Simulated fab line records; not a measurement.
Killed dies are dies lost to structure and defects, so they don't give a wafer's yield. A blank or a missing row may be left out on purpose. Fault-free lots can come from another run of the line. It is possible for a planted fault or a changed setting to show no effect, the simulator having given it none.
One fault through the eyes of 2 desks ; flow gf180mcu ; only its own numbers are on each desk; what lay behind them is given at the end

FOR THE TOOL OWNER'S DESK: rie-diel-02
The tool's own readings at GF_CONTACT_ETCH_17 (etches SiO2 in C4F8/O2/Ar, stops on CoSi2, target depth 860 nm): means of the sampled wafers that have a number, for each lot that ran on this tool. Marked OUT: a lot whose mean sits more than 4 standard deviations from the usual mean, which makes it out of limits; the brackets give that distance.
Columns: A = oes-product-au at GF_CONTACT_ETCH_17, usual 0.817 a.u.; B = rf-fwd-power-W at GF_CONTACT_ETCH_17, usual 1494 W
lot;first seen here;A;B
L916;day 16 01:00;0.815;1495
L928;day 20 22:00;0.821;1258 (-50) OUT
L929;day 20 23:00;0.817;1252 (-52) OUT
L938;day 24 01:00;0.822;1495
L939;day 24 08:00;0.816;1495
Finding of this desk: L928, L929 out of limits; the first was L928 at day 20 22:00, on rf-fwd-power-W at GF_CONTACT_ETCH_17. L916, L938, L939 stayed within limits.

FROM THE METROLOGY DESK
Means of the sampled wafers that have a number, per lot and without regard to the tool the lot ran on: this is what the gauges read. Marked OUT: a lot whose mean sits more than 4 standard deviations from the usual mean, which makes it out of limits; the brackets give that distance.
Columns: A = M1_ALCU_THK at GF_M1_THK_MEAS_06, usual 453 nm; B = V3_CVD_00_THK at GF_V3_THK_MEAS_01, usual 600 nm
lot;first seen here;A;B
L916;day 16 02:45;449;602
L917;day 16 08:46;441;608
L918;day 16 23:50;449;606
L920;day 17 15:40;447;600
L928;day 20 23:50;460;597
L929;day 21 01:31;456;597
L931;day 22 01:16;451;599
L932;day 22 08:04;454;601
L933;day 22 09:59;454;601
L934;day 23 01:56;454;597
L936;day 23 09:29;448;599
L937;day 23 14:13;451;598
L938;day 24 02:47;452;596
L939;day 24 09:43;462;603
This desk found nothing out of limits on any of the 14 lots.

PUT TOGETHER
The tool owner's desk could have raised an alarm at day 20 22:00, on L928, L929.
The metrology desk saw nothing out of limits.
The metrology desk holds a record of L928, L929, inside its limits.
The lots listed all ran GF_CONTACT_ETCH_17 on rie-diel-02.

WHAT WAS PUT IN BY THE SIMULATOR
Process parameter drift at GF_CONTACT_ETCH_17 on rie-diel-02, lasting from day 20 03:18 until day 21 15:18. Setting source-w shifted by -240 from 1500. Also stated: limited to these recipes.
Struck lots among those shown: L928, L929.
Each desk's first reading out of limits, in hours after the fault started: the tool owner's desk, 19.
